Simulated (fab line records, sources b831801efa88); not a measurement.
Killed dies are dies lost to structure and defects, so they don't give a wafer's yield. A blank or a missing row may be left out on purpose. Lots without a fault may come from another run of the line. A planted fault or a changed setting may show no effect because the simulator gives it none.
Split-lot experiment | flow gf180mcu | 5 lots, 23 wafers read, on a route of 602 steps

THE SPLIT
At GF_M2_EXPOSE_11 (exposes mask Metal2, target cd 280 nm), the setting dose_mj was moved away from the recipe's 28 on 4 of the 23 wafers read, by -5.7% to -4.3%. The other wafers ran this setting at the recipe's value.

FROM THE SPLIT TO THE READING: what the file shows between them, 2 steps
- GF_M2_PEB_12: peb time 90 s
- GF_M2_DEVELOP_13: develop time 60 s

THE READING
cd_nm, in nm, at GF_M2_CD_MEAS_14 (target cd 280 nm). Fault-free wafers of this fab line usually give 279.5 nm, standard deviation 0.87 nm.

wafer  | tool, chamber at the split | dose_mj as run | against the recipe | cd_nm, nm | against lot-mates on the recipe
L074.1 | krf_scanner-02, 0          | 28             | recipe             | 279.2     | -
L074.3 | krf_scanner-02, 0          | 28             | recipe             | 280.1     | -
L074.4 | krf_scanner-02, 0          | 28             | recipe             | 279.7     | -
L074.5 | krf_scanner-02, 0          | 28             | recipe             | 280.1     | -
L074.6 | krf_scanner-02, 0          | 28             | recipe             | 278.4     | -
L076.1 | krf_scanner-02, 0          | 28             | recipe             | 279.8     | -
L076.4 | krf_scanner-02, 0          | 28             | recipe             | 279.2     | -
L076.5 | krf_scanner-02, 0          | 28             | recipe             | 280.3     | -
L080.1 | krf_scanner-02, 0          | 26.81          | -4.3%              | 286.5     | +7.9
L080.2 | krf_scanner-02, 0          | 28             | recipe             | 278.8     | -
L080.4 | krf_scanner-02, 0          | 28             | recipe             | 278.8     | -
L080.5 | krf_scanner-02, 0          | 26.81          | -4.3%              | 285.8     | +7.2
L080.6 | krf_scanner-02, 0          | 28             | recipe             | 278.1     | -
L083.1 | krf_scanner-02, 0          | 28             | recipe             | 281.5     | -
L083.2 | krf_scanner-02, 0          | 28             | recipe             | 279.8     | -
L083.3 | krf_scanner-02, 0          | 28             | recipe             | 280.6     | -
L083.4 | krf_scanner-02, 0          | 28             | recipe             | 279.8     | -
L083.6 | krf_scanner-02, 0          | 28             | recipe             | 279.8     | -
L085.1 | krf_scanner-02, 0          | 26.41          | -5.7%              | 289.1     | +9.9
L085.2 | krf_scanner-02, 0          | 26.41          | -5.7%              | 288.9     | +9.7
L085.4 | krf_scanner-02, 0          | 28             | recipe             | 280.2     | -
L085.5 | krf_scanner-02, 0          | 28             | recipe             | 278.8     | -
L085.6 | krf_scanner-02, 0          | 28             | recipe             | 278.5     | -

THE FIT
A straight line over all 23 wafers: cd_nm changes by -1.63 nm for each +1% of dose_mj; r = -0.97; the points scatter about the line by 0.81 nm.
The same after taking each lot's own level away (the mean of its wafers on the recipe; 23 wafers): -1.75 nm for each +1%; r = -0.99; scatter 0.59 nm.
On that fit, the largest move of dose_mj shifts the reading by 9.9 nm.
The lots' own levels span 278.57 to 280.30 nm, that is 2.0 times the standard deviation above.
So the lot-to-lot level changes the slope little: the two slopes agree.
Check: with one of the wafers moved furthest among these (-5.7%) left out of the fit, the line predicts +9.94 nm for it against its lot-mates. It came out at +9.93 nm against them.

OTHER SPLITS ON THESE WAFERS
These wafers also went through other splits before the reading. Each is held against what the fit with the lots' levels taken away leaves over:
other split on the same wafers | wafers away from the commonest value | r with cd_nm (lot level and that fit taken away)
GF_V1_COAT_09 resist_thk_nm    | 11                                   | +0.06
GF_V1_SOFTBAKE_10 temp_c       | 3                                    | -0.03
GF_M2_SPUTTER_00 power_w       | 10                                   | +0.14

THE FILE'S OWN FIT
cd_nm changes by -1.75 nm for each +1% of dose_mj, r = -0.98.
